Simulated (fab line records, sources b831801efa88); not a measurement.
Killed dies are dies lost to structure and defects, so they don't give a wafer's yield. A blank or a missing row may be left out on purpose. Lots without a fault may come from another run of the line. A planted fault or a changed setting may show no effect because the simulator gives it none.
Chamber matching | flow gf180mcu | GF_CONTACT_ETCH_16 on rie_diel-02: 4 sister chambers
The step etches BARC in N2/H2. 14 wafers are shown with their chamber, then 7 later ones without.

WAFERS WITH THEIR CHAMBER
wafer  | chamber | drypump_motor_current_A (A) | h2_flow_sccm (sccm) | oes_product_au (a.u.)
L499.4 | 2       | 5.7                         | 200.0               | 0.847
L499.5 | 0       | 6.1                         | 200.8               | 0.853
L499.6 | 1       | 5.8                         | 200.4               | 0.850
L500.1 | 2       | 5.7                         | 201.4               | 0.852
L500.2 | 0       | 6.1                         | 201.0               | 0.857
L500.6 | 1       | 5.9                         | 200.2               | 0.855
L503.2 | 0       | 6.1                         | 199.7               | 0.847
L503.3 | 2       | 5.7                         | 200.3               | 0.849
L503.5 | 3       | 6.0                         | 199.9               | 0.849
L504.2 | 0       | 6.1                         | 200.7               | 0.856
L504.4 | 2       | 5.7                         | 201.2               | 0.856
L504.6 | 1       | 5.9                         | 199.9               | 0.857
L516.2 | 0       | 6.1                         | 199.9               | 0.856
L516.5 | 1       | 5.8                         | 200.1               | 0.861

SIGNATURES (means of the wafers above)
reading                 | chamber 0 | chamber 1 | chamber 2 | chamber 3 | scatter within a chamber
drypump_motor_current_A | 6.100     | 5.850     | 5.700     | 6.000     | 0.0316
h2_flow_sccm            | 200.420   | 200.150   | 200.725   | 199.900   | 0.535
oes_product_au          | 0.85380   | 0.85575   | 0.85100   | 0.84900   | 0.00419
Rule: a wafer's distance from a chamber is the root of the sum, over the readings, of the square of ((its reading less the chamber's mean) divided by the reading's scatter). The wafer belongs to the nearest chamber; if the next one is less than 2 further off, it can't be placed. The scatter: the root of (the sum of the squares of (reading less its chamber's mean) over the shown wafers, divided by (wafers less chambers)).

WAFERS WITHOUT THEIR CHAMBER
wafer  | drypump_motor_current_A (A) | h2_flow_sccm (sccm) | oes_product_au (a.u.)
L516.6 | 5.7                         | 199.9               | 0.854
L520.2 | 6.1                         | 199.2               | 0.855
L520.3 | 6.1                         | 200.8               | 0.862
L520.5 | 6.0                         | 200.6               | 0.853
L521.1 | 6.1                         | 199.3               | 0.862
L521.3 | 5.7                         | 199.5               | 0.846
L521.6 | 5.7                         | 200.2               | 0.851

WHICH CHAMBER EACH WENT THROUGH
wafer  | from the rows above     | in truth
L516.6 | 2                       | 2
L520.2 | can't be placed: 0 or 3 | 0
L520.3 | 0                       | 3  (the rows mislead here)
L520.5 | can't be placed: 3 or 0 | 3
L521.1 | can't be placed: 0 or 3 | 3
L521.3 | 2                       | 2
L521.6 | 2                       | 2
Placed correctly: 3 of 7. Can't be placed from these rows: 3 (the true chamber is among the candidates in 3). Placed wrongly: 1.
